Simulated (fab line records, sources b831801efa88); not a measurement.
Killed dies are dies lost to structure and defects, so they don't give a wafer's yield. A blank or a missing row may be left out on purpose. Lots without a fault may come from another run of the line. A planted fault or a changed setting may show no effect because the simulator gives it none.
One fault seen from 2 desks | flow sky130 | each desk has only its own numbers; what lay behind them comes last

THE TOOL OWNER'S DESK: litho_track-03
The tool's own readings at SKY_VT_ADJUST_NCORE_SOFTBAKE_03 (time 60 s): means of the sampled wafers that have a number, for each lot that ran on this tool. A lot is out of limits, marked OUT, if its mean lies more than 4 standard deviations from the usual mean; the brackets give that distance.
Columns: A = heater_power_total_W at SKY_VT_ADJUST_NCORE_SOFTBAKE_03, usual 56.60 W; B = run_length_s at SKY_VT_ADJUST_NCORE_SOFTBAKE_03, usual 89.10 s
lot  | first seen here | A               | B
L326 | day 9 01:29     | 56.62           | 89.15
L339 | day 12 11:59    | 60.44 (+80) OUT | 79.32 (-89) OUT
L340 | day 12 19:33    | 58.46 (+39) OUT | 84.25 (-44) OUT
This desk's finding: out of limits on L339, L340; first on L339, day 12 11:59 (heater_power_total_W at SKY_VT_ADJUST_NCORE_SOFTBAKE_03). In limits: L326.

THE METROLOGY DESK
What the gauges read, lot by lot, whatever tool the lot ran on: means of the sampled wafers that have a number. A lot is out of limits, marked OUT, if its mean lies more than 4 standard deviations from the usual mean; the brackets give that distance.
Columns: A = VT_ADJUST_LVTN_01_OVL at SKY_VT_ADJUST_LVTN_OVL_MEAS_18, usual -0.3 nm; B = VT_ADJUST_LVTN_2_TW at SKY_VT_ADJUST_LVTN_TW_MEAS_21, usual 187.9; C = cd_nm at SKY_VT_ADJUST_NCORE_CD_MEAS_07, usual 379.4 nm
lot  | first seen here | A    | B     | C
L326 | day 8 15:46     | 0.4  | 190.1 | 381.3
L331 | day 9 17:59     | 0.9  | 189.5 | 384.7
L339 | day 11 23:40    | -1.0 | 188.3 | 381.3
L340 | day 12 06:50    | 0.8  | 185.6 | 379.8
L344 | day 13 10:56    | -0.3 | 189.3 | 375.0
L347 | day 14 03:18    | 1.1  | 186.9 | 374.7
This desk's finding: nothing out of limits on any of the 6 lots.

PUT TOGETHER
The tool owner's desk could have raised an alarm at day 12 11:59, on L339, L340.
The metrology desk saw nothing out of limits.
The metrology desk has L339, L340 on record, within its limits.
Of the lots named, all ran SKY_VT_ADJUST_NCORE_SOFTBAKE_03 on litho_track-03.

WHAT THE SIMULATOR HAD PUT IN
Process parameter drift: litho_track-03, from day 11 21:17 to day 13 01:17, at SKY_VT_ADJUST_NCORE_SOFTBAKE_03. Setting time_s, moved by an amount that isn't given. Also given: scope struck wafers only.
Lots struck among those shown: L339, L340.
Hours from the fault's start to each desk's first reading out of limits: the tool owner's desk, 15.
